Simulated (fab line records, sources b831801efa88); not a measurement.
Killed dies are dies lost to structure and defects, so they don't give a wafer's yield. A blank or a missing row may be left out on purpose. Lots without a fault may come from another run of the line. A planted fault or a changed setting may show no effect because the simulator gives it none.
Chamber matching | flow sky130 | SKY_SONOS_ONO_ETCH_15 on rie_diel-03: 4 sister chambers
The step etches the open film in CHF3/O2, target depth 19.52 nm, time 7.8 s. 8 wafers are shown with their chamber, then 12 later ones without.

WAFERS WITH THEIR CHAMBER
wafer  | chamber | drypump_motor_current_A (A) | oes_product_au (a.u.)
L083.2 | 3       | 5.2                         | 0.997
L085.1 | 3       | 5.2                         | 1.009
L085.4 | 2       | 5.2                         | 1.007
L088.5 | 1       | 5.5                         | 0.984
L088.6 | 0       | 5.2                         | 1.014
L091.1 | 0       | 5.2                         | 1.007
L091.2 | 2       | 5.1                         | 1.000
L091.5 | 1       | 5.5                         | 0.997

WAFERS WITHOUT THEIR CHAMBER
wafer  | drypump_motor_current_A (A) | oes_product_au (a.u.)
L093.1 | 5.2                         | 0.993
L093.3 | 5.1                         | 0.987
L093.4 | 5.2                         | 0.999
L095.4 | 5.2                         | 0.992
L095.5 | 5.5                         | 0.993
L095.6 | 5.2                         | 0.998
L096.1 | 5.2                         | 0.991
L096.2 | 5.5                         | 0.986
L096.3 | 5.2                         | 1.007
L097.3 | 5.2                         | 1.002
L097.5 | 5.2                         | 0.991
L097.6 | 5.1                         | 0.988

WHICH CHAMBER EACH WENT THROUGH
wafer  | from the rows above          | in truth
L093.1 | can't be placed: 3 or 2 or 0 | 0
L093.3 | can't be placed: 2 or 3 or 0 | 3
L093.4 | can't be placed: 3 or 2 or 0 | 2
L095.4 | can't be placed: 3 or 2 or 0 | 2
L095.5 | 1                            | 1
L095.6 | can't be placed: 3 or 2 or 0 | 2
L096.1 | can't be placed: 3 or 2 or 0 | 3
L096.2 | 1                            | 1
L096.3 | can't be placed: 0 or 3 or 2 | 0
L097.3 | can't be placed: 3 or 0 or 2 | 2
L097.5 | can't be placed: 3 or 2 or 0 | 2
L097.6 | can't be placed: 2 or 3 or 0 | 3
Placed correctly: 2 of 12. Can't be placed from these rows: 10 (the true chamber is among the candidates in 10). Placed wrongly: 0.
How it was worked out, from the rows above alone: a wafer's distance from a chamber is the root of the sum, over the readings, of the square of ((its reading less the chamber's mean) divided by the reading's scatter). The wafer belongs to the nearest chamber; if the next one is less than 2 further off, it can't be placed. A chamber's mean is the mean of its shown wafers. The scatter: the root of (the sum of the squares of (reading less its chamber's mean) over the shown wafers, divided by (wafers less chambers)).
